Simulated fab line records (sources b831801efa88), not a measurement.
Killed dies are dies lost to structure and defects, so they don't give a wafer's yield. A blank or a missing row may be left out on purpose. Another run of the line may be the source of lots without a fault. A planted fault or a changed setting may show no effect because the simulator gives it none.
A struck lot beside a sound one    flow sky130    32 out of 708 route steps
Sound: the wafers L554.2, L554.3, L554.5. Wafers struck: L559.1, L559.2, L559.5. The cause is named last.
For every step that has rows: the tool of each side, followed by ch and its chambers, followed by its first start. Under that, the readings that differ: sound wafers    struck wafers    difference of the means    sigmas: that difference in standard deviations of wafers without a fault.
alike: a reading whose means differ by less than 2 such deviations, as well as words and numbers matching on both sides. not compared: withheld readings; readings where some wafer has no value; bounds like >300 that might hide an equal value; numbers whose values overlap and for which the record gives no deviation.
A row with sigmas, a row that says differs or no value, or rows on one side alone: a step with any of these is where the two part. Numbers that don't overlap but have no deviation are shown without sigmas and don't part them. A reading that every wafer of one side lacks parts them only if that side has two wafers or more.

SKY_FIELD_ISO_BOW_MEAS_00:
  sound on film_metro-01 at day 2 01:01; struck on film_metro-02 at day 3 02:00
  alike: INCOMING_BOW
SKY_FIELD_ISO_OXIDATION_01: stabilise 600 s, purge 300 s, target thk 12 nm.
  sound on furnace-01 ch 0, day 2 01:37; struck on furnace-02 ch 0, day 3 03:48
reading                    sound           struck          difference  sigmas
zone_power_bottom_pct (%)  32 32 32        25 26 25        -7          -2
zone_power_centre_pct (%)  18.6 18.9 19.0  24.5 24.8 24.3  +5.7        +2
  alike: ox_temp_c_max
SKY_FIELD_ISO_THK_MEAS_02:
  sound on film_metro-03 at day 2 03:08; struck on film_metro-01 at day 3 05:19
reading                          sound              struck             difference  sigmas
FIELD_ISO_OXIDATION_00_THK (nm)  12.03 12.05 11.78  18.99 19.20 18.97  +7.10       +35
then, 1 step without rows for these wafers: SKY_FIELD_ISO_CVD_03 (deposits Si3N4 from DCS/NH3, target thk 165 nm, time 2830 s).
SKY_FIELD_ISO_THK_MEAS_04:
  sound on film_metro-02 at day 2 04:59; struck on film_metro-01 at day 3 07:10
  alike: FIELD_ISO_CVD_03_THK
then, 8 steps without rows for these wafers: SKY_FIELD_ISO_DEHYDRATE_05 (time 60 s); SKY_FIELD_ISO_HMDS_06 (prime time 60 s); SKY_FIELD_ISO_COAT_07 (resist thk 60 nm); SKY_FIELD_ISO_COAT_08 (resist thk 450 nm); SKY_FIELD_ISO_SOFTBAKE_09 (time 90 s); SKY_FIELD_ISO_EXPOSE_10 (exposes mask FOM, target cd 150 nm); SKY_FIELD_ISO_PEB_11; SKY_FIELD_ISO_DEVELOP_12 (develop time 60 s).
SKY_FIELD_ISO_CD_MEAS_13 targets a cd of 150 nm.
  sound on cd_sem-01 at day 2 19:48; struck on cd_sem-01 at day 3 21:23
  alike: cd_nm
SKY_FIELD_ISO_ETCH_14: etches BARC in N2/H2, stops on SiO2, time 45.9 s, target depth 60 nm.
  sound on rie_diel-03 ch 0,1, day 2 19:54; struck on rie_diel-04 ch 1,2, day 3 21:31
reading                      sound        struck       difference  sigmas
drypump_motor_current_A (A)  5.7 6.0 6.0  5.1 5.3 5.1  -0.7        -2
  alike: oes_product_au, rf_fwd_power_W, throttle_valve_pct
  not compared: rf_hours_counter_h
SKY_FIELD_ISO_ETCH_15: etches the open film in CHF3/O2, stops on Si, target depth 180 nm, time 72 s.
  sound on rie_diel-03 ch 0,1, day 2 19:56; struck on rie_diel-04 ch 1,2, day 3 21:33
reading                      sound        struck       difference  sigmas
drypump_motor_current_A (A)  5.7 6.0 6.0  5.1 5.3 5.1  -0.7        -2
  alike: oes_product_au, rf_fwd_power_W, throttle_valve_pct
  not compared: rf_hours_counter_h
SKY_FIELD_ISO_STRIP_16: strips in O2/N2.
  sound on plasma_asher-04 ch 1, day 2 20:00; struck on plasma_asher-02 ch 0,1, day 3 21:37
  alike: drypump_motor_current_A, o2_flow_sccm, oes_product_au, strip_time_to_endpoint_s
  not compared: rf_hours_counter_h
SKY_FIELD_ISO_ETCH_17: etches Si in HBr/Cl2/O2, target depth 342 nm, time 97.7 s.
  sound on rie_si-01 ch 0,1,2, day 2 20:06; struck on rie_si-01 ch 0,2,3, day 3 21:43
  alike: drypump_motor_current_A, oes_product_au, rf_fwd_power_W, throttle_valve_pct
  not compared: rf_hours_counter_h
then, 5 steps without rows for these wafers: SKY_FIELD_ISO_WET_ETCH_18 (etches Si3N4 in H3PO4, target depth 25 nm, time 286 s); SKY_FIELD_ISO_CLEAN_19 (cleans in SC1/SC2, time 150 s); SKY_FIELD_ISO_CLEAN_20 (cleans in dHF, time 20 s); SKY_FIELD_ISO_WET_ETCH_21 (etches SiO2 in dHF, target depth 20 nm, time 400 s); SKY_FIELD_ISO_OXIDATION_22 (stabilise 600 s, purge 300 s, target thk 10 nm).
SKY_FIELD_ISO_THK_MEAS_23:
  sound on film_metro-01 at day 2 22:40; struck on film_metro-03 at day 3 23:14
  alike: FIELD_ISO_OXIDATION_01_THK
then, 1 step without rows for these wafers: SKY_FIELD_ISO_CVD_24 (deposits SiO2, target thk 595 nm, time 99.2 s).
SKY_FIELD_ISO_THK_MEAS_25:
  sound on film_metro-02 at day 2 22:48; struck on film_metro-03 at day 3 23:22
  alike: FIELD_ISO_CVD_24_THK
then, 1 step without rows for these wafers: SKY_FIELD_ISO_ANNEAL_26 (time 1800 s).
SKY_FIELD_ISO_CMP_27: polishes, stops on Si3N4, t overpolish 16 s, target thk 457.8 nm.
  sound on cmp-02 ch 1,2,3, day 3 01:20; struck on cmp-02 ch 0,1,3, day 4 01:59
  alike: motor_current_A, overpolish_run_s, platen_rpm, time_to_endpoint_s
then, 1 step without rows for these wafers: SKY_FIELD_ISO_WET_ETCH_28 (etches SiO2 in dHF, target depth 23.7 nm, time 47 s).
SKY_FIELD_ISO_WET_ETCH_29: etches Si3N4 in H3PO4, target depth 160 nm, time 1825 s.
  sound on wet_bench-03 ch 3, day 3 01:40; struck on wet_bench-04 ch 1, day 4 02:13
reading                                           sound             struck             difference  sigmas
model.SiO2_of_FIELD_ISO_OXIDATION_01.thk_nm (nm)  11.7 11.73 11.52  18.62 18.92 18.63  +7.07       
  alike: bath_guard_temp_C, bath_heat_duty_pct
then, 1 step without rows for these wafers: SKY_FIELD_ISO_WET_ETCH_30 (etches SiO2 in dHF, target depth 25 nm, time 50 s).
-- the record jumps here: 44 days lie between the struck wafers' starts before and after (it left off in module FIELD_ISO and takes up again in module PAD_OPEN, whose first step shown is number 708 of the route) --
SKY_PAD_OPEN_PROBE_99:
  sound on prober-01 at day 46 12:58; struck on prober-02 at day 47 17:05
reading                                           sound                         struck                         difference  sigmas
model.etest.pfet_16v.r_on_ohm_um                  1.498e+04 1.54e+04 1.509e+04  1.579e+04 1.576e+04 1.576e+04  +6.133e+02  
model.etest.sram_nfet_pass.off_log10_a_um         -12.74 -12.56 -12.39          -13.07 -13.01 -13.15           -0.51       
model.etest.diode_ndiff_fingers.leak_log10_a_cm2  -6.672 -6.561 -6.709          -6.865 -6.716 -6.82            -0.153      
model.etest.sram_nfet_pass.vt_v (V)               0.6753 0.6746 0.6418          0.7019 0.6799 0.7058           +0.0320     
model.etest.sram_nfet_pass.vt_sat_v (V)           0.577 0.574 0.543             0.6065 0.5888 0.6123           +0.0379     
  alike: killed_at_M0_to_M3, killed_at_M4_up, killed_at_contacts, killed_at_front_end, killed_at_other, killed_dies, killed_on_rim, killed_open, killed_short
  not compared: model.etest.diode_pdiff_fingers.leak_log10_a_cm2

## WHERE THEY PART
First at SKY_FIELD_ISO_OXIDATION_01; last, within this record, at SKY_FIELD_ISO_ETCH_15. Later steps at which nothing parts them and some readings are alike: SKY_FIELD_ISO_STRIP_16, SKY_FIELD_ISO_ETCH_17, SKY_FIELD_ISO_THK_MEAS_23, SKY_FIELD_ISO_THK_MEAS_25, SKY_FIELD_ISO_CMP_27, SKY_FIELD_ISO_WET_ETCH_29, SKY_PAD_OPEN_PROBE_99.

WHY: whatever the simulator had introduced
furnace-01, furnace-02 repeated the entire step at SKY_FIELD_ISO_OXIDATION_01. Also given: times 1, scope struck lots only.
